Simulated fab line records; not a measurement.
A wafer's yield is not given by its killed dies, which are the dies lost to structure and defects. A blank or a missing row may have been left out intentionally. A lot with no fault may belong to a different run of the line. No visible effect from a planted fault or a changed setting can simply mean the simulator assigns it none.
Lot-split experiment / flow sky130 / on a route of 708 steps: 5 lots, 23 wafers read

THE SPLIT
At SKY_METAL2_SPUTTER_02 (material AlCu, target thk 250 nm, time 13.3 s), the setting time-s was moved away from the recipe's 13.3 s on 7 of the 23 wafers read, by -8.5% to +10.7%. The other wafers ran this setting at the recipe's value.

FROM THE SPLIT TO THE READING: what the file shows between them, 3 steps
- SKY_METAL2_SPUTTER_03: material Ti, target thk 5 nm, time 3.3 s
- SKY_METAL2_SPUTTER_04: material TiN, target thk 70 nm, time 58.3 s
- SKY_METAL2_RS_MEAS_05: measures by four-point-probe

THE READING
METAL2_ALCU_THK, in nm, at SKY_METAL2_THK_MEAS_06 (measures by xrf). A value of 248 nm with a standard deviation of 4.6 nm is what fault-free wafers of this fab line usually give.

wafer=L074.1; tool, chamber at the split=pvd-sputter-04, -; time-s as run, s=13.3; against the recipe=recipe; METAL2_ALCU_THK, nm=247; against lot-mates on the recipe=-
wafer=L074.4; tool, chamber at the split=pvd-sputter-04, -; time-s as run, s=13.3; against the recipe=recipe; METAL2_ALCU_THK, nm=240; against lot-mates on the recipe=-
wafer=L074.5; tool, chamber at the split=pvd-sputter-04, -; time-s as run, s=13.3; against the recipe=recipe; METAL2_ALCU_THK, nm=242; against lot-mates on the recipe=-
wafer=L078.1; tool, chamber at the split=pvd-sputter-04, -; time-s as run, s=13.3; against the recipe=recipe; METAL2_ALCU_THK, nm=250; against lot-mates on the recipe=-
wafer=L078.2; tool, chamber at the split=pvd-sputter-04, -; time-s as run, s=13.3; against the recipe=recipe; METAL2_ALCU_THK, nm=251; against lot-mates on the recipe=-
wafer=L078.3; tool, chamber at the split=pvd-sputter-04, -; time-s as run, s=13.3; against the recipe=recipe; METAL2_ALCU_THK, nm=256; against lot-mates on the recipe=-
wafer=L078.4; tool, chamber at the split=pvd-sputter-04, -; time-s as run, s=13.3; against the recipe=recipe; METAL2_ALCU_THK, nm=252; against lot-mates on the recipe=-
wafer=L078.5; tool, chamber at the split=pvd-sputter-04, -; time-s as run, s=13.3; against the recipe=recipe; METAL2_ALCU_THK, nm=253; against lot-mates on the recipe=-
wafer=L075.1; tool, chamber at the split=pvd-sputter-01, -; time-s as run, s=12.52; against the recipe=-5.9%; METAL2_ALCU_THK, nm=236; against lot-mates on the recipe=-11
wafer=L075.2; tool, chamber at the split=pvd-sputter-01, -; time-s as run, s=13.3; against the recipe=recipe; METAL2_ALCU_THK, nm=248; against lot-mates on the recipe=-
wafer=L075.3; tool, chamber at the split=pvd-sputter-01, -; time-s as run, s=13.3; against the recipe=recipe; METAL2_ALCU_THK, nm=246; against lot-mates on the recipe=-
wafer=L075.4; tool, chamber at the split=pvd-sputter-01, -; time-s as run, s=12.52; against the recipe=-5.9%; METAL2_ALCU_THK, nm=238; against lot-mates on the recipe=-9
wafer=L075.5; tool, chamber at the split=pvd-sputter-01, -; time-s as run, s=12.52; against the recipe=-5.9%; METAL2_ALCU_THK, nm=236; against lot-mates on the recipe=-11
wafer=L080.1; tool, chamber at the split=pvd-sputter-02, -; time-s as run, s=14.72; against the recipe=+10.7%; METAL2_ALCU_THK, nm=275; against lot-mates on the recipe=+25
wafer=L080.2; tool, chamber at the split=pvd-sputter-02, -; time-s as run, s=13.3; against the recipe=recipe; METAL2_ALCU_THK, nm=249; against lot-mates on the recipe=-
wafer=L080.3; tool, chamber at the split=pvd-sputter-02, -; time-s as run, s=13.3; against the recipe=recipe; METAL2_ALCU_THK, nm=251; against lot-mates on the recipe=-
wafer=L080.5; tool, chamber at the split=pvd-sputter-02, -; time-s as run, s=14.72; against the recipe=+10.7%; METAL2_ALCU_THK, nm=276; against lot-mates on the recipe=+26
wafer=L080.6; tool, chamber at the split=pvd-sputter-02, -; time-s as run, s=13.3; against the recipe=recipe; METAL2_ALCU_THK, nm=250; against lot-mates on the recipe=-
wafer=L084.1; tool, chamber at the split=pvd-sputter-01, -; time-s as run, s=13.3; against the recipe=recipe; METAL2_ALCU_THK, nm=253; against lot-mates on the recipe=-
wafer=L084.3; tool, chamber at the split=pvd-sputter-01, -; time-s as run, s=12.17; against the recipe=-8.5%; METAL2_ALCU_THK, nm=229; against lot-mates on the recipe=-25
wafer=L084.4; tool, chamber at the split=pvd-sputter-01, -; time-s as run, s=12.17; against the recipe=-8.5%; METAL2_ALCU_THK, nm=233; against lot-mates on the recipe=-21
wafer=L084.5; tool, chamber at the split=pvd-sputter-01, -; time-s as run, s=13.3; against the recipe=recipe; METAL2_ALCU_THK, nm=255; against lot-mates on the recipe=-
wafer=L084.6; tool, chamber at the split=pvd-sputter-01, -; time-s as run, s=13.3; against the recipe=recipe; METAL2_ALCU_THK, nm=253; against lot-mates on the recipe=-

FIT RESULTS
A straight line over all 23 wafers: METAL2_ALCU_THK changes by +2.32 nm for each +1% of time-s; r = +0.94; the points scatter about the line by 3.8 nm.
The same after taking each lot's own level away (the mean of its wafers on the recipe; 23 wafers): +2.34 nm for each +1%; r = +0.98; scatter 2.3 nm.
Per that fit: largest time-s move, reading shift of 25 nm.
The lots' own levels span 243.0 to 253.7 nm, that is 2.3 times the standard deviation above.
The two slopes are in agreement: the lot-to-lot level therefore moves the slope only a little.
Check: for one of the wafers moved furthest among these (+10.7%), held out of the fit, the line's prediction against its lot-mates is +25.4 nm. It came out at +25 nm against them.

THE WHOLE CHAIN: every reading that the file lists as answering this split, in the file's order
step=SKY_METAL2_SPUTTER_02; what it does=material AlCu, target thk 250 nm, time 13.3 s; reading=AlCu_of_METAL2_SPUTTER_02.thk-nm (the simulator's own value, which no gauge read); change (the file's fit)=+2.46 nm for each +1% of the setting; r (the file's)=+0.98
step=SKY_METAL2_RS_MEAS_05; what it does=measures by four-point-probe; reading=METAL2_ALCU_RS; change (the file's fit)=-0.00126 for each +1% of the setting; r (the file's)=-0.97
step=SKY_METAL2_THK_MEAS_06; what it does=measures by xrf; reading=METAL2_ALCU_THK; change (the file's fit)=+2.38 for each +1% of the setting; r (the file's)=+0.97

THE FILE'S OWN FIT
METAL2_ALCU_THK changes by +2.38 nm for each +1% of time-s, r = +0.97.
